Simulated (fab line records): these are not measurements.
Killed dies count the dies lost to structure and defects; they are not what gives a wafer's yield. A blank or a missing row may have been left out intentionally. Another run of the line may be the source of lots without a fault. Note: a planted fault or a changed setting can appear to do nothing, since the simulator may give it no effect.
2 desks looking at one fault | flow sfq line | every desk sees just its own numbers, and what lay behind them comes last

## METROLOGY DESK
What the gauges read for every lot (on any tool): the sampled wafers with a number, averaged. If a lot's mean is further than 4 standard deviations from the usual mean, the lot is out of limits and carries the mark OUT (the distance appears in the brackets).
Columns: A = I4_OVL at SFQ_I4_OVL_MEAS_928, usual 1 nm
lot  | first seen here | A
L860 | day 50 00:47    | -4
L861 | day 50 14:07    | 4
L862 | day 50 15:19    | -0
L863 | day 51 08:13    | 1
L865 | day 51 12:49    | 7
L868 | day 51 18:49    | -3
L870 | day 51 21:13    | 8
L873 | day 52 06:22    | -3
L874 | day 57 01:04    | -2
L875 | day 58 04:38    | 3
L876 | day 58 20:13    | 3
L878 | day 59 07:39    | 0
L881 | day 60 00:23    | -2
L882 | day 60 02:47    | -6
This desk found nothing out of limits on any of the 14 lots.

## DESK OF THE TOOL OWNER: rie metal-02
The tool's own readings at SFQ_TRILAYER_R5_BARC_OPEN_METAL_ETCH_177 (etches BARC in O2, target depth 125 nm, time 41.7 s): means of the sampled wafers that have a number, for each lot that ran on this tool. If a lot's mean is further than 4 standard deviations from the usual mean, the lot is out of limits and carries the mark OUT (the distance appears in the brackets).
Columns: A = bias w at SFQ_TRILAYER_R5_BARC_OPEN_METAL_ETCH_177, usual 80.01 W; B = drypump motor current A at SFQ_TRILAYER_R5_BARC_OPEN_METAL_ETCH_177, usual 5.4 A; C = oes product au at SFQ_TRILAYER_R5_BARC_OPEN_METAL_ETCH_177, usual 0.685 a.u.; D = run length s at SFQ_TRILAYER_R5_BARC_OPEN_METAL_ETCH_177, usual 70.37 s
lot  | first seen here | A     | B   | C     | D
L860 | day 60 14:53    | 79.91 | 5.2 | 0.684 | 70.61
L861 | day 61 20:59    | 80.20 | 5.3 | 0.685 | 70.57
L863 | day 62 00:34    | 79.80 | 5.2 | 0.685 | 70.50
L865 | day 62 05:22    | 80.05 | 5.3 | 0.687 | 70.65
L868 | day 62 13:46    | 80.09 | 5.5 | 0.689 | 70.56
L873 | day 63 11:30    | 80.15 | 5.5 | 0.668 | 73.06 (+9.3) OUT
L874 | day 63 18:42    | 80.05 | 5.5 | 0.679 | 72.04 (+5.8) OUT
This desk's finding: out of limits on L873, L874; first on L873, day 63 11:30 (run length s at SFQ_TRILAYER_R5_BARC_OPEN_METAL_ETCH_177). L860, L861, L863, L865, L868: within limits.

## BROUGHT TOGETHER
On L873, L874, at day 63 11:30, an alarm was possible from the tool owner's desk.
From the metrology desk's view, nothing was out of limits.
The metrology desk holds a record of L873, L874, inside its limits.
Of the lots named, all ran SFQ_TRILAYER_R5_BARC_OPEN_METAL_ETCH_177 on rie metal-02.

## WHAT THE SIMULATOR PUT IN
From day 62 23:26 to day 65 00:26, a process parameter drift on rie metal-02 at SFQ_TRILAYER_R5_BARC_OPEN_METAL_ETCH_177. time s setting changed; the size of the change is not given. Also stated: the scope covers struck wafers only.
Lots struck among those shown: L873, L874.
Each desk's first reading out of limits, in hours after the fault started: the tool owner's desk, 12.
